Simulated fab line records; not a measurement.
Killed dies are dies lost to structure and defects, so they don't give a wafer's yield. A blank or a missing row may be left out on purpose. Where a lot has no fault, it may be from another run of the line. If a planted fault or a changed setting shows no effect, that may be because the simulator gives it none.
A struck lot beside a sound one | flow sky130 | 44 steps out of a route of 708
Sound: these wafers, L265.1, L265.2, L265.6. Struck: wafer L283.6 (left out: L283.2, L283.5 of the same lot, which were not struck); the cause appears at the end.
For every step that has rows: the tool of each side, followed by ch and its chambers, followed by its first start. Under that, the readings that differ: sound wafers | struck wafers | difference of the means | sigmas: that difference in standard deviations of wafers without a fault.
alike: a reading whose means differ by less than 2 such deviations, as well as words and numbers matching on both sides. not compared: withheld readings; readings where some wafer has no value; bounds like >300 that might hide an equal value; numbers whose values overlap and for which the record gives no deviation.
Wherever a step has rows on one side only, a row that says differs or no value, or a row with sigmas, the two part there. Non-overlapping numbers with no deviation appear without sigmas and do not part them. A reading that every wafer of one side lacks parts them only if that side has two wafers or more.

first, 2 steps without rows for these wafers: SKY_VIA3_CLEAN_18 (cleans in IPA, time 180 s); SKY_VIA3_CLEAN_19 (cleans in O3/DIW).
SKY_VIA3_SPUTTER_20: material TiN, target thk 20 nm, time 80 s.
  sound on pvdSputter-01, day 41 13:39; struck on pvdSputter-04, day 46 06:29
  alike: throttleValvePct
then, 1 step without rows for these wafers: SKY_VIA3_CVD_21 (deposits W, target thk 390 nm, time 117.31 s).
SKY_VIA3_RS_MEAS_22: measurement is done with a four-point probe.
  sound on filmMetro-03, day 41 13:50; struck on filmMetro-03, day 46 06:41
  alike: VIA3_W_RS
SKY_VIA3_THK_MEAS_23: measures by xrf.
  sound on filmMetro-03, day 41 13:58; struck on filmMetro-03, day 46 06:48
  alike: VIA3_W_THK
then, 2 steps without rows for these wafers: SKY_VIA3_CMP_24 (polishes, stops on SiO2, t overpolish 20 s, target thk 0 nm); SKY_METAL4_SPUTTER_00 (material Ti, target thk 15 nm, time 10 s).
SKY_METAL4_SPUTTER_01: material TiN, target thk 20 nm, time 16.7 s.
  sound on pvdSputter-04, day 41 14:20; struck on pvdSputter-02, day 46 07:10
  alike: throttleValvePct
SKY_METAL4_SPUTTER_02: material AlCu, target thk 735 nm, time 39.1 s.
  sound on pvdSputter-04, day 41 14:22; struck on pvdSputter-02, day 46 07:11
  alike: throttleValvePct
then, 1 step without rows for these wafers: SKY_METAL4_SPUTTER_03 (material Ti, target thk 5 nm, time 3.3 s).
SKY_METAL4_SPUTTER_04: material TiN, target thk 70 nm, time 58.3 s.
  sound on pvdSputter-04, day 41 14:25; struck on pvdSputter-02, day 46 07:15
  alike: throttleValvePct
SKY_CAP2M_CVD_00: deposits SiO2, target thk 15.5 nm.
  sound on pecvd-04 ch 0,1, day 41 14:28; struck on pecvd-02 ch 2, day 46 07:18
reading                               | sound             | struck | difference | sigmas
model.SiO2_of_CAP2M_CVD_00.thkNm (nm) | 15.09 15.13 15.44 | 13.87  | -1.35      | 
  alike: heaterPowerW
SKY_CAP2M_THK_MEAS_01:
  sound on filmMetro-01, day 41 14:29; struck on filmMetro-01, day 46 07:20
reading               | sound             | struck | difference | sigmas
CAP2M_CVD_00_THK (nm) | 15.06 15.14 15.47 | 13.90  | -1.32      | -7
then, 1 step without rows for these wafers: SKY_CAP2M_SPUTTER_02 (material TiN, target thk 200 nm, time 166.7 s).
SKY_CAP2M_RS_MEAS_03: measurement is done with a four-point probe.
  sound on filmMetro-04, day 41 14:40; struck on filmMetro-04, day 46 07:31
reading               | sound          | struck | difference | sigmas
CAP2M_TIN_RS (ohm/sq) | 6.94 6.93 6.96 | 6.81   | -0.13      | -2
SKY_CAP2M_THK_MEAS_04: measures by xrf.
  sound on filmMetro-04, day 41 14:47; struck on filmMetro-04, day 46 07:37
  alike: CAP2M_TIN_THK
then, 7 steps without rows for these wafers: SKY_CAP2M_DEHYDRATE_05 (time 60 s); SKY_CAP2M_HMDS_06 (prime time 60 s); SKY_CAP2M_COAT_07 (resist thk 1140 nm); SKY_CAP2M_SOFTBAKE_08 (time 60 s); SKY_CAP2M_EXPOSE_09 (exposes mask CAP2M, target cd 1000 nm); SKY_CAP2M_PEB_10; SKY_CAP2M_DEVELOP_11 (develop time 60 s).
SKY_CAP2M_OVL_MEAS_12:
  sound on overlay-01, day 42 13:18; struck on overlay-02, day 47 03:28
  alike: CAP2M_OVL
then, 13 steps without rows for these wafers: SKY_CAP2M_METAL_ETCH_13 (etches TiN in Cl2/BCl3, stops on SiO2, target depth 220 nm, time 62.9 s); SKY_CAP2M_STRIP_14 (strips in O2/N2); SKY_CAP2M_STRIP_15 (strips in post etch residue remover, time 1200 s); SKY_CAP2M_CLEAN_16 (cleans in IPA, time 180 s); SKY_CAP2M_CLEAN_17 (cleans in O3/DIW); SKY_METAL4_DEHYDRATE_05 (time 60 s); SKY_METAL4_HMDS_06 (prime time 60 s); SKY_METAL4_COAT_07 (resist thk 60 nm); SKY_METAL4_COAT_08 (resist thk 1140 nm); SKY_METAL4_SOFTBAKE_09 (time 90 s); SKY_METAL4_EXPOSE_10 (exposes mask MM4, target cd 300 nm); SKY_METAL4_PEB_11; SKY_METAL4_DEVELOP_12 (develop time 60 s).
SKY_METAL4_CD_MEAS_13: the cd target is 300 nm.
  sound on cdSem-02, day 43 12:10; struck on cdSem-01, day 48 00:59
  alike: cdNm
SKY_METAL4_OVL_MEAS_14:
  sound on overlay-02, day 43 12:17; struck on overlay-02, day 48 01:05
  alike: METAL4_OVL
SKY_METAL4_DESCUM_15: chemistry O2, time 8 s.
  sound on rieMetal-04 ch 0,1, day 43 12:19; struck on rieMetal-04 ch 1, day 48 01:07
  alike: drypumpMotorCurrentA, heBacksideLeakSccm, oesProductAu
  not compared: rfHoursCounterH
then, 1 step without rows for these wafers: SKY_METAL4_ETCH_16 (etches BARC in N2/H2, stops on SiO2, time 88.2 s, target depth 60 nm).
SKY_METAL4_ETCH_17: etches SiO2 in C4F8/O2/Ar, stops on TiN, time 3.9 s, target depth 15 nm.
  sound on rieDiel-01 ch 0,1, day 43 12:27; struck on rieDiel-02 ch 1, day 48 01:15
reading             | sound             | struck | difference | sigmas
oesProductAu (a.u.) | 0.744 0.741 0.753 | 0.712  | -0.034     | -5
  not compared: rfHoursCounterH
-- the record jumps here: 3 days lie between the struck wafers' starts before and after (it left off in module METAL4 and takes up again in module PAD_OPEN, whose first step shown is number 708 of the route) --
SKY_PAD_OPEN_PROBE_99:
  sound on prober-02, day 47 11:03; struck on prober-02, day 51 02:54
reading                           | sound               | struck | difference | sigmas
model.etest.capMim2.bvV (V)       | 13.69 13.43 13.93   | 12.3   | -1.4       | 
model.etest.capMim2.leakLog10ACm2 | -8.942 -8.83 -9.199 | -8.436 | +0.554     | 
model.etest.capMim2.cFfUm2        | 2.397 2.412 2.326   | 2.617  | +0.239     | 
  alike: defectLimitedYield, killed_at_M0_to_M3, killed_at_M4_up, killedAtContacts, killedAtFrontEnd, killedAtOther, killedDies, killedOpen, killedShort, sort_bin_3_pad_short, sort_bin_5_function, sort_bin_6_memory, sortNPass, sortYieldPct

WHERE THEY PART
Earliest at SKY_CAP2M_THK_MEAS_01; latest, in this record, at SKY_METAL4_ETCH_17. Later steps at which nothing parts them and some readings are alike: SKY_PAD_OPEN_PROBE_99.

WHY: whatever the simulator had introduced
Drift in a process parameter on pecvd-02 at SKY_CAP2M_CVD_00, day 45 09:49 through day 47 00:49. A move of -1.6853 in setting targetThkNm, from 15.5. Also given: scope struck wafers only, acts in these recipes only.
